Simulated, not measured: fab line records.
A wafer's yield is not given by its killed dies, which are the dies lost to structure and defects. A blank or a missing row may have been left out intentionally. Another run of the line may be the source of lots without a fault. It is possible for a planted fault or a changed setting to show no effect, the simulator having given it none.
Chamber matching || flow sky130 || SKY_VIA3_ETCH_15 on rie_diel-01 has 4 sister chambers
The step etches SiO2 in C4F8/O2/Ar, stops on TiN, target depth 507 nm, time 78 s. 4 wafers are shown with their chamber, then 10 later ones without.

## EACH WAFER AND ITS CHAMBER
{"wafer": "L086.3", "chamber": 0, "oes_product_au (a.u.)": 0.945}
{"wafer": "L086.4", "chamber": 2, "oes_product_au (a.u.)": 0.947}
{"wafer": "L087.4", "chamber": 1, "oes_product_au (a.u.)": 0.948}
{"wafer": "L087.5", "chamber": 3, "oes_product_au (a.u.)": 0.951}

## WAFERS WHOSE CHAMBER IS MISSING
{"wafer": "L087.6", "oes_product_au (a.u.)": 0.952}
{"wafer": "L093.1", "oes_product_au (a.u.)": 0.942}
{"wafer": "L093.2", "oes_product_au (a.u.)": 0.936}
{"wafer": "L093.5", "oes_product_au (a.u.)": 0.953}
{"wafer": "L092.2", "oes_product_au (a.u.)": 0.945}
{"wafer": "L092.4", "oes_product_au (a.u.)": 0.942}
{"wafer": "L092.5", "oes_product_au (a.u.)": 0.950}
{"wafer": "L095.2", "oes_product_au (a.u.)": 0.949}
{"wafer": "L095.3", "oes_product_au (a.u.)": 0.942}
{"wafer": "L095.6", "oes_product_au (a.u.)": 0.948}

## WHICH CHAMBER EACH ONE RAN IN
{"wafer": "L087.6", "from the rows above": "can't be placed: 3 or 1 or 2 or 0", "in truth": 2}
{"wafer": "L093.1", "from the rows above": "can't be placed: 0 or 2 or 1 or 3", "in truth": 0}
{"wafer": "L093.2", "from the rows above": "can't be placed: 0 or 2 or 1 or 3", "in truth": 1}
{"wafer": "L093.5", "from the rows above": "can't be placed: 3 or 1 or 2 or 0", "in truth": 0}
{"wafer": "L092.2", "from the rows above": "can't be placed: 0 or 2 or 1 or 3", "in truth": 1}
{"wafer": "L092.4", "from the rows above": "can't be placed: 0 or 2 or 1 or 3", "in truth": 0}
{"wafer": "L092.5", "from the rows above": "can't be placed: 3 or 1 or 2 or 0", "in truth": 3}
{"wafer": "L095.2", "from the rows above": "can't be placed: 1 or 2 or 3 or 0", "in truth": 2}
{"wafer": "L095.3", "from the rows above": "can't be placed: 0 or 2 or 1 or 3", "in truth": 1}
{"wafer": "L095.6", "from the rows above": "can't be placed: 1 or 2 or 0 or 3", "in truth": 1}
Correct placement for 0 of the 10. Can't be placed from these rows: 10 (the true chamber is among the candidates in 10). Wrongly placed: 0.
How it was worked out, from the rows above alone: a wafer's distance from a chamber is the root of the sum, over the readings, of the square of ((its reading less the chamber's mean) divided by the reading's scatter). If the next closest chamber is less than 2 further off than the closest, the wafer can't be placed; otherwise it belongs to the closest. The mean given for a chamber averages the wafers shown for that chamber. The scatter: with one shown wafer a chamber, the root of the mean of the squares of how far each hidden wafer lies from its nearest shown one.
